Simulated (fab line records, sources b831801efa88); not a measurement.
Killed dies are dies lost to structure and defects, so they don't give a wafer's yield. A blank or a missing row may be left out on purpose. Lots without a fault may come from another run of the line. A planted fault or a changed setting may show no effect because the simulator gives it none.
Which tool did it? | flow gf180mcu | 14 lots, 42 wafers sampled, at 2 steps of a route of 602

WHAT THE GAUGES READ, wafer by wafer
GF_M2_RS_MEAS_05: measures by four-point-probe. Usual: M2_ALCU_RS 0.0695 ohm/sq, standard deviation 0.00083.
lot  | measured     | on            | M2_ALCU_RS (ohm/sq)  | flag
L181 | day 18 14:02 | film_metro-01 | 0.0705 0.0691 0.0695 |
L182 | day 18 19:02 | film_metro-02 | 0.0680 0.0685 0.0693 |
L185 | day 20 00:49 | film_metro-01 | 0.0701 0.0690 0.0694 |
L186 | day 20 09:25 | film_metro-02 | 0.0680 0.0692 0.0683 |
L187 | day 20 14:21 | film_metro-02 | 0.0695 0.0693 0.0691 |
L188 | day 21 05:01 | film_metro-02 | 0.0678 0.0684 0.0686 |
L190 | day 22 09:08 | film_metro-02 | 0.0701 0.0692 0.0694 |
L194 | day 23 13:28 | film_metro-02 | 0.0703 0.0702 0.0697 |
L195 | day 23 22:38 | film_metro-04 | 0.0686 0.0694 0.0690 |
L197 | day 24 08:44 | film_metro-02 | 0.0720 0.0700 0.0712 |
L199 | day 25 02:53 | film_metro-01 | 0.0693 0.0699 0.0696 |
L200 | day 25 12:17 | film_metro-01 | 0.0699 0.0692 0.0700 |
L201 | day 25 20:07 | film_metro-02 | 0.0701 0.0689 0.0682 |
L203 | day 26 11:35 | film_metro-04 | 0.0695 0.0684 0.0692 |

GF_V2_THK_MEAS_03. Usual: V2_CVD_02_THK 847 nm, standard deviation 12.
lot  | measured     | on            | V2_CVD_02_THK (nm) | flag
L181 | day 19 15:26 | film_metro-01 | 843 849 858        |
L182 | day 19 20:10 | film_metro-04 | 841 843 861        |
L185 | day 21 02:01 | film_metro-01 | 844 865 858        |
L186 | day 21 09:35 | film_metro-04 | 850 855 848        |
L187 | day 21 15:37 | film_metro-03 | 861 839 851        |
L188 | day 22 06:22 | film_metro-04 | 826 851 842        |
L190 | day 23 09:22 | film_metro-01 | 833 830 839        |
L194 | day 24 13:11 | film_metro-03 | 854 839 873        |
L195 | day 24 21:31 | film_metro-03 | 849 846 866        |
L197 | day 25 05:20 | film_metro-01 | 828 841 846        |
L199 | day 26 00:39 | film_metro-03 | 829 844 845        |
L200 | day 26 09:43 | film_metro-03 | 843 849 862        |
L201 | day 26 17:10 | film_metro-01 | 849 837 847        |
L203 | day 27 08:43 | film_metro-04 | 836 852 847        |

WHICH TOOL RAN EACH LOT (tool, then ch and the chambers of the sampled wafers, then the start)
The record holds no process step before these readings.

WHAT THE TOOLS THEMSELVES READ (means of the sampled wafers that have a number; where no wafer has one, the mark that the record gives instead)
The record holds no such reading with a usual standard deviation.

THE ANSWER, worked out from the rows above alone
Rule: a lot is off if the mean of its wafers that have a number lies more than 3 standard deviations from the usual mean. A lot without any number at a reading at which 4 lots or more have one is off too. The other lots that the step has rows for count as sound. The gauges are gone through in route order, then the tools' own readings, and for those a lot's mean is taken as printed above. The first step at which some lot is off is used, and at that step the reading that is off furthest; a lot without a number counts as furthest.
No lot is off at any reading shown: from this, nothing can be told.

WHAT THE SIMULATOR HAD PUT IN
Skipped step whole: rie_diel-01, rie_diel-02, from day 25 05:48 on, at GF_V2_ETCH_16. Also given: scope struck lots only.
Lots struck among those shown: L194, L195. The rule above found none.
